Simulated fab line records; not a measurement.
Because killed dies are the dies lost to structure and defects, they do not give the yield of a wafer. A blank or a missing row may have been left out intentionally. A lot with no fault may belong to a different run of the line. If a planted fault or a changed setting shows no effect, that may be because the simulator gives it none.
fab line records + flow sky130 + part 2 of 2: steps 32 to 32 of 32
record:
- lots: 6
- wafers: 18
- last_day: 50
route steps=708 shown CONTACT@424 METAL1@434 PAD_OPEN@708
lots that met no fault: taken from a fault-free run of the same line
start_h: start of the lot's first displayed wafer, in hours after the record's first day + wait_h: hours elapsed since this lot's preceding step + " as in the row above + L1.1+2: one row covering several wafers at once + - no value, or no start was given + * or withheld: withheld + < > ~ a bound
route shown NAME@n: names a module that has steps shown in the file, with the first one's number in the route + usual: the fault-free wafers' mean and standard deviation + same: alike in all rows + chamber/n: place in a boat + sites: each site's reading + _std_site: the standard deviation of these + _edge_site: inner sites' mean taken away from outer sites' mean + radius_mm: for every site, how far away it sits from the centre of the wafer + mask NAME#n: copy n + behind: tool/chamber where the wafer was last shaped + hold: why the lot was held/for how many hours/how that ended + device: names the non-switching transistor (n, p or np) + end of line: tests run on the same wafers once the route is complete + for a step that has no rows: nothing shown but its recipe + killed: dies that structure and defects cost at the first sort, which is not the same as the wafer's yield + map: dies across one wafer; x = killed, . = not, _ = none there
set.NAME: the run value of the setting; set.NAME@STEP: its run value at that earlier step + model.NAME: the simulator's own value behind a step, which no gauge read
a table for each step, a row for each wafer; lots at some steps of the route
services: a tool's chamber out of use, with start hour (start_h, from the record's first day; less than 0 if before it), hours out, and reason
== steps ==
step: SKY_PAD_OPEN_PROBE_99
usual:
- defect_limited_yield: 82.8/1.9
- killed_at_M0_to_M3: 43/7.5
- killed_at_M4_up: 2.8/1.8
- killed_at_contacts: 24/5.3
- killed_at_front_end: 14/4.2
- killed_at_other: 0.3/0.54
- killed_dies: 84/9.4
- killed_on_rim: 16/3.3
- killed_open: 46/7.1
- killed_short: 38/6.6
- sort_bin_3_pad_short: 0.8/0.42
- sort_bin_5_function: 10.1/1.4
- sort_bin_6_memory: 6.2/1.1
- sort_n_pass: 408/9.4
- sort_yield_pct: 82.8/1.9
same:
- gross_dies: 492
- killed_at_back_side: 0
- sort_bin_4_leakage[%]: 0
- sort_bin_8_speed[%]: 0
| lot.wafer | tool      | chamber | start_h | wait_h | defect_limited_yield[%] | killed_at_M0_to_M3 | killed_at_M4_up | killed_at_contacts | killed_at_front_end | killed_at_other | killed_dies | killed_on_rim | killed_open | killed_short | sort_bin_3_pad_short[%] | sort_bin_5_function[%] | sort_bin_6_memory[%] | sort_n_pass | sort_yield_pct[%] |
|-----------|-----------|---------|---------|--------|-------------------------|--------------------|-----------------|--------------------|---------------------|-----------------|-------------|---------------|-------------|--------------|-------------------------|------------------------|----------------------|-------------|-------------------|
| L664.1    | prober-02 | -       | 1079.61 | 0.1    | 82.1                    | 46                 | 3               | 29                 | 9                   | 1               | 88          | 15            | 57          | 30           | 0.6                     | 10.2                   | 7.1                  | 404         | 82.1              |
| L664.2    | prober-02 | -       | 1079.66 | 0.1    | 80.7                    | 50                 | 1               | 32                 | 12                  | 0               | 95          | 16            | 52          | 43           | 0.4                     | 11.6                   | 7.3                  | 397         | 80.7              |
| L664.4    | prober-02 | -       | 1079.76 | 0.2    | 81.3                    | 49                 | 1               | 27                 | 14                  | 1               | 92          | 17            | 56          | 36           | 0.6                     | 11.6                   | 6.5                  | 400         | 81.3              |
| L670.1    | prober-01 | -       | 1121.96 | 0.1    | 0                       | 448                | 2               | 27                 | 15                  | 0               | 492         | 96            | 44          | 40           | 1.4                     | 93.3                   | 5.3                  | 0           | 0                 |
| L670.2    | prober-01 | -       | 1122.01 | 0.1    | 0                       | 456                | 2               | 29                 | 5                   | 0               | 492         | 96            | 40          | 29           | 0.4                     | 94.9                   | 4.7                  | 0           | 0                 |
| L670.5    | prober-01 | -       | 1122.16 | 0.2    | 0                       | 439                | 4               | 27                 | 20                  | 2               | 492         | 96            | 40          | 56           | 1.4                     | 92.5                   | 6.1                  | 0           | 0                 |
| L669.1    | prober-02 | -       | 1123.46 | 0.1    | 0                       | 452                | 2               | 19                 | 19                  | 0               | 492         | 96            | 63          | 34           | 0.8                     | 91.1                   | 8.1                  | 0           | 0                 |
| L669.5    | prober-02 | -       | 1123.66 | 0.2    | 0                       | 458                | 1               | 22                 | 11                  | 0               | 492         | 96            | 41          | 41           | 0.6                     | 94.3                   | 5.1                  | 0           | 0                 |
| L669.6    | prober-02 | -       | 1123.71 | 0.2    | 0                       | 445                | 3               | 29                 | 15                  | 0               | 492         | 96            | 64          | 35           | 1.0                     | 91.3                   | 7.7                  | 0           | 0                 |
| L671.1    | prober-01 | -       | 1126.34 | 0.1    | 83.1                    | 40                 | 3               | 31                 | 8                   | 1               | 83          | 17            | 52          | 29           | 1.0                     | 9.1                    | 6.7                  | 409         | 83.1              |
| L671.3    | prober-01 | -       | 1126.44 | 0.2    | 82.7                    | 39                 | 2               | 32                 | 10                  | 2               | 85          | 14            | 44          | 37           | 0.6                     | 9.8                    | 6.9                  | 407         | 82.7              |
| L671.6    | prober-01 | -       | 1126.59 | 0.2    | 84.6                    | 38                 | 3               | 25                 | 9                   | 1               | 76          | 18            | 50          | 25           | 0.8                     | 11.2                   | 3.5                  | 416         | 84.6              |
| L674.3    | prober-02 | -       | 1154.23 | 0.4    | 83.7                    | 39                 | 1               | 30                 | 10                  | 0               | 80          | 8             | 40          | 39           | 1.0                     | 8.3                    | 6.9                  | 412         | 83.7              |
| L674.4    | prober-02 | -       | 1154.28 | 0.4    | 82.3                    | 37                 | 6               | 31                 | 12                  | 1               | 87          | 16            | 51          | 36           | 0.6                     | 11.0                   | 6.1                  | 405         | 82.3              |
| L674.5    | prober-02 | -       | 1154.33 | 0.5    | 85.2                    | 32                 | 2               | 26                 | 13                  | 0               | 73          | 16            | 46          | 27           | 0.8                     | 8.7                    | 5.3                  | 419         | 85.2              |
| L686.2    | prober-01 | -       | 1194.27 | 0.1    | 82.1                    | 42                 | 3               | 28                 | 15                  | 0               | 88          | 23            | 58          | 30           | 0.2                     | 12.4                   | 5.3                  | 404         | 82.1              |
| L686.5    | prober-01 | -       | 1194.42 | 0.2    | 83.3                    | 42                 | 7               | 23                 | 10                  | 0               | 82          | 17            | 41          | 41           | 0.6                     | 9.8                    | 6.3                  | 410         | 83.3              |
| L686.6    | prober-01 | -       | 1194.47 | 0.2    | 82.5                    | 42                 | 4               | 22                 | 18                  | 0               | 86          | 13            | 47          | 38           | 1.0                     | 10.8                   | 5.7                  | 406         | 82.5              |
killed by level:class
L664.1 VIA1:geometric_particle:open=12 CONTACT:geometric_particle:open=9 VIA2:geometric_particle:open=9 LI_CONTACT:geometric_particle:open=8 VIA3:geometric_particle:open=7 LOCAL_INTERCONNECT:geometric_particle:short=5 FIELD_ISO:geometric_particle:open=4 VIA2:geometric_particle:short=4
L664.2 VIA1:geometric_particle:open=15 CONTACT:geometric_particle:open=12 CONTACT:geometric_particle:short=7 LOCAL_INTERCONNECT:geometric_particle:short=6 VIA3:geometric_particle:short=6 VIA3:geometric_particle:open=6 LI_CONTACT:geometric_particle:open=5 VIA1:geometric_particle:short=5
L664.4 VIA1:geometric_particle:open=12 LI_CONTACT:geometric_particle:open=9 VIA2:geometric_particle:open=8 CONTACT:geometric_particle:open=7 CONTACT:geometric_particle:short=6 VIA3:geometric_particle:open=6 VIA2:geometric_particle:short=5 VIA1:geometric_particle:short=5
L670.1 METAL1:area_etch=408 CONTACT:geometric_particle:open=16 VIA1:geometric_particle:open=8 METAL1:geometric_particle:short=7 POLY_GATE:geometric_particle:short=5 METAL2:geometric_particle:short=5 VIA3:geometric_particle:open=5 METAL3:geometric_particle:short=4
L670.2 METAL1:area_etch=423 CONTACT:geometric_particle:open=12 VIA3:geometric_particle:open=10 LI_CONTACT:geometric_particle:open=6 CONTACT:geometric_particle:short=6 METAL1:geometric_particle:short=6 METAL2:geometric_particle:short=5 VIA1:geometric_particle:open=4
L670.5 METAL1:area_etch=396 VIA1:geometric_particle:open=11 METAL1:geometric_particle:short=8 CONTACT:geometric_particle:short=6 LI_CONTACT:geometric_particle:open=6 CONTACT:geometric_particle:open=6 FIELD_ISO:geometric_particle:open=5 LOCAL_INTERCONNECT:geometric_particle:short=5
L669.1 METAL1:area_etch=395 VIA1:geometric_particle:open=10 VIA3:geometric_particle:open=10 CONTACT:geometric_particle:open=10 METAL2:geometric_particle:short=10 VIA2:geometric_particle:open=8 FIELD_ISO:geometric_particle:open=7 POLY_GATE:geometric_particle:open=7
L669.5 METAL1:area_etch=409 VIA1:geometric_particle:open=9 CONTACT:geometric_particle:open=8 METAL2:geometric_particle:short=7 VIA1:geometric_particle:short=7 VIA3:geometric_particle:short=7 VIA3:geometric_particle:open=6 LI_CONTACT:geometric_particle:open=5
L669.6 METAL1:area_etch=393 CONTACT:geometric_particle:open=16 VIA1:geometric_particle:open=11 VIA3:geometric_particle:open=9 VIA1:geometric_particle:short=8 VIA2:geometric_particle:open=7 LI_CONTACT:geometric_particle:open=7 FIELD_ISO:geometric_particle:open=5
L671.1 CONTACT:geometric_particle:open=14 VIA1:geometric_particle:open=11 LI_CONTACT:geometric_particle:open=7 VIA1:geometric_particle:short=7 VIA2:geometric_particle:open=6 CONTACT:geometric_particle:short=4 VIA3:geometric_particle:open=4 LOCAL_INTERCONNECT:geometric_particle:open=3
L671.3 CONTACT:geometric_particle:open=12 VIA1:geometric_particle:open=10 CONTACT:geometric_particle:short=8 LI_CONTACT:geometric_particle:open=7 VIA1:geometric_particle:short=6 METAL2:geometric_particle:short=5 VIA2:geometric_particle:open=5 VIA3:geometric_particle:open=4
L671.6 VIA1:geometric_particle:open=14 CONTACT:geometric_particle:open=12 LI_CONTACT:geometric_particle:open=7 VIA3:geometric_particle:open=4 CONTACT:geometric_particle:short=4 VIA1:geometric_particle:short=4 POLY_GATE:geometric_particle:open=3 METAL2:geometric_particle:open=3
L674.3 LI_CONTACT:geometric_particle:open=8 LOCAL_INTERCONNECT:geometric_particle:short=7 VIA2:geometric_particle:open=7 VIA3:geometric_particle:open=7 CONTACT:geometric_particle:short=6 VIA1:geometric_particle:open=6 CONTACT:geometric_particle:open=5 METAL3:geometric_particle:short=4
L674.4 LI_CONTACT:geometric_particle:open=9 VIA1:geometric_particle:open=9 LOCAL_INTERCONNECT:geometric_particle:short=8 CONTACT:geometric_particle:open=8 VIA3:geometric_particle:open=7 VIA2:geometric_particle:open=6 LI_CONTACT:geometric_particle:short=5 METAL4:geometric_particle:short=5
L674.5 LI_CONTACT:geometric_particle:open=8 VIA1:geometric_particle:open=7 VIA2:geometric_particle:open=7 VIA3:geometric_particle:open=7 CONTACT:geometric_particle:open=6 LOCAL_INTERCONNECT:geometric_particle:short=4 FIELD_ISO:geometric_particle:open=3 POLY_GATE:geometric_particle:short=3
L686.2 LI_CONTACT:geometric_particle:open=13 CONTACT:geometric_particle:open=10 VIA1:geometric_particle:open=9 VIA1:geometric_particle:short=9 POLY_GATE:geometric_particle:open=7 VIA2:geometric_particle:open=5 VIA3:geometric_particle:open=4 METAL2:geometric_particle:short=4
L686.5 VIA1:geometric_particle:open=8 CONTACT:geometric_particle:open=8 VIA2:geometric_particle:open=7 CONTACT:geometric_particle:short=6 VIA1:geometric_particle:short=6 FIELD_ISO:geometric_particle:open=5 METAL2:geometric_particle:short=5 VIA3:geometric_particle:short=5
L686.6 VIA1:geometric_particle:open=9 VIA2:geometric_particle:open=8 CONTACT:geometric_particle:open=7 FIELD_ISO:geometric_particle:short=6 LI_CONTACT:geometric_particle:open=6 VIA1:geometric_particle:short=6 VIA3:geometric_particle:open=6 FIELD_ISO:geometric_particle:open=4
map L669.1 (x killed, . not)
__________xxxxxxxxxx_________
________xxxxxxxxxxxxxx_______
______xxxxxxxxxxxxxxxxxx_____
_____xxxxxxxxxxxxxxxxxxxx____
____xxxxxxxxxxxxxxxxxxxxxx___
___xxxxxxxxxxxxxxxxxxxxxxxx__
__xxxxxxxxxxxxxxxxxxxxxxxxxx_
_xxxxxxxxxxxxxxxxxxxxxxxxxxxx
_xxxxxxxxxxxxxxxxxxxxxxxxxxxx
_xxxxxxxxxxxxxxxxxxxxxxxxxxxx
_xxxxxxxxxxxxxxxxxxxxxxxxxxxx
_xxxxxxxxxxxxxxxxxxxxxxxxxxxx
_xxxxxxxxxxxxxxxxxxxxxxxxxxxx
_xxxxxxxxxxxxxxxxxxxxxxxxxxxx
_xxxxxxxxxxxxxxxxxxxxxxxxxxxx
__xxxxxxxxxxxxxxxxxxxxxxxxxx_
___xxxxxxxxxxxxxxxxxxxxxxxx__
____xxxxxxxxxxxxxxxxxxxxxx___
_____xxxxxxxxxxxxxxxxxxxx____
______xxxxxxxxxxxxxxxxxx_____
________xxxxxxxxxxxxxx_______
__________xxxxxxxxxx_________
map L670.1 (x killed, . not)
__________xxxxxxxxxx_________
________xxxxxxxxxxxxxx_______
______xxxxxxxxxxxxxxxxxx_____
_____xxxxxxxxxxxxxxxxxxxx____
____xxxxxxxxxxxxxxxxxxxxxx___
___xxxxxxxxxxxxxxxxxxxxxxxx__
__xxxxxxxxxxxxxxxxxxxxxxxxxx_
_xxxxxxxxxxxxxxxxxxxxxxxxxxxx
_xxxxxxxxxxxxxxxxxxxxxxxxxxxx
_xxxxxxxxxxxxxxxxxxxxxxxxxxxx
_xxxxxxxxxxxxxxxxxxxxxxxxxxxx
_xxxxxxxxxxxxxxxxxxxxxxxxxxxx
_xxxxxxxxxxxxxxxxxxxxxxxxxxxx
_xxxxxxxxxxxxxxxxxxxxxxxxxxxx
_xxxxxxxxxxxxxxxxxxxxxxxxxxxx
__xxxxxxxxxxxxxxxxxxxxxxxxxx_
___xxxxxxxxxxxxxxxxxxxxxxxx__
____xxxxxxxxxxxxxxxxxxxxxx___
_____xxxxxxxxxxxxxxxxxxxx____
______xxxxxxxxxxxxxxxxxx_____
________xxxxxxxxxxxxxx_______
__________xxxxxxxxxx_________
== services ==
| tool            | chamber | start_h | hours | kind       |
|-----------------|---------|---------|-------|------------|
| plasma_asher-04 | -       | 718.99  | 2.8   | pm         |
| cvd_w-02        | -       | 719.50  | 2.5   | repair     |
| rie_metal-01    | 0       | 728.30  | 4.1   | repair     |
| rie_metal-01    | 0       | 779.00  | 39.4  | repair     |
| rie_metal-01    | 1       | 779.14  | 12.5  | repair     |
| pvd_sputter-03  | -       | 789.07  | 8.0   | repair     |
| cvd_w-02        | -       | 790.78  | 0.5   | repair     |
| plasma_asher-04 | -       | 796.31  | 0.5   | repair     |
| cvd_w-02        | -       | 807.75  | 1.4   | repair     |
| pvd_sputter-01  | -       | 812.13  | 1.7   | repair     |
| rie_metal-04    | -       | 831.22  | 2.8   | pm         |
| rie_metal-03    | 0       | 867.42  | 2.0   | repair     |
| pvd_sputter-02  | -       | 877.06  | 3.1   | repair     |
| rie_metal-01    | 0       | 879.50  | 2.3   | repair     |
| rie_metal-01    | 0       | 890.76  | 28.6  | repair     |
| rie_metal-04    | 0       | 897.29  | -     | clean      |
| rie_metal-01    | 1       | 901.53  | 36.5  | repair     |
| cvd_w-02        | -       | 904.10  | 14.0  | pm         |
| cvd_w-02        | 0       | 904.10  | 14.0  | vent_cycle |
| cvd_w-02        | 1       | 904.10  | 14.0  | vent_cycle |
| pvd_sputter-03  | -       | 912.29  | 8.0   | repair     |
| plasma_asher-04 | -       | 913.18  | 3.6   | repair     |
| cvd_w-02        | 0       | 918.10  | -     | clean      |
| cvd_w-02        | 1       | 918.10  | -     | clean      |
== key ==
first_sign:
- step: SKY_METAL1_RS_MEAS_05
- reading: METAL1_ALCU_RS
- direction: down
- sigmas: 34
- usual: 0.1274
- struck: 0.0700
effect:
- step: SKY_METAL1_THK_MEAS_06
- reading: METAL1_ALCU_THK
- direction: up
- sigmas: 52
- usual: 248
- struck: 446
effect:
- step: SKY_METAL1_METAL_ETCH_19
- reading: oes_product_au
- direction: up
- sigmas: 26
- usual: 0.853
- struck: 1.011
effect:
- step: SKY_PAD_OPEN_PROBE_99
- reading: sort_bin_5_function
- direction: up
- sigmas: 58
- usual: 10.1
- struck: 92.9
model_effect:
- step: SKY_METAL1_SPUTTER_02
- value: AlCu_of_METAL1_SPUTTER_02.thk_nm
- without: 248.8
- struck: 447.9
more_kills_born_at:
- SKY_METAL1_METAL_ETCH_19@rie_metal-04: 1227
- SKY_METAL1_METAL_ETCH_19@rie_metal-03: 1197
met_at SKY_METAL1_SPUTTER_02
struck_wafers L669.1,L669.5,L669.6,L670.1,L670.2,L670.5
later_rows_left_out L669.1,L669.5,L669.6,L670.1,L670.2,L670.5
also_fits SKY_METAL1_SPUTTER_03:pvd_sputter-02,SKY_METAL1_SPUTTER_04:pvd_sputter-02
fault:
- kind: process_parameter_drift
- tool: pvd_sputter-02
- chamber: -
- onset_h: 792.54
- steps: SKY_METAL1_SPUTTER_02
- channel: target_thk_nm
- offset: 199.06
- shape: step
- acts_in: these_recipes_only
- stated: 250
later_rows_left_out: the simulator's readings of these wafers behind a module that went badly wrong aren't trusted and aren't shown, but for the sort
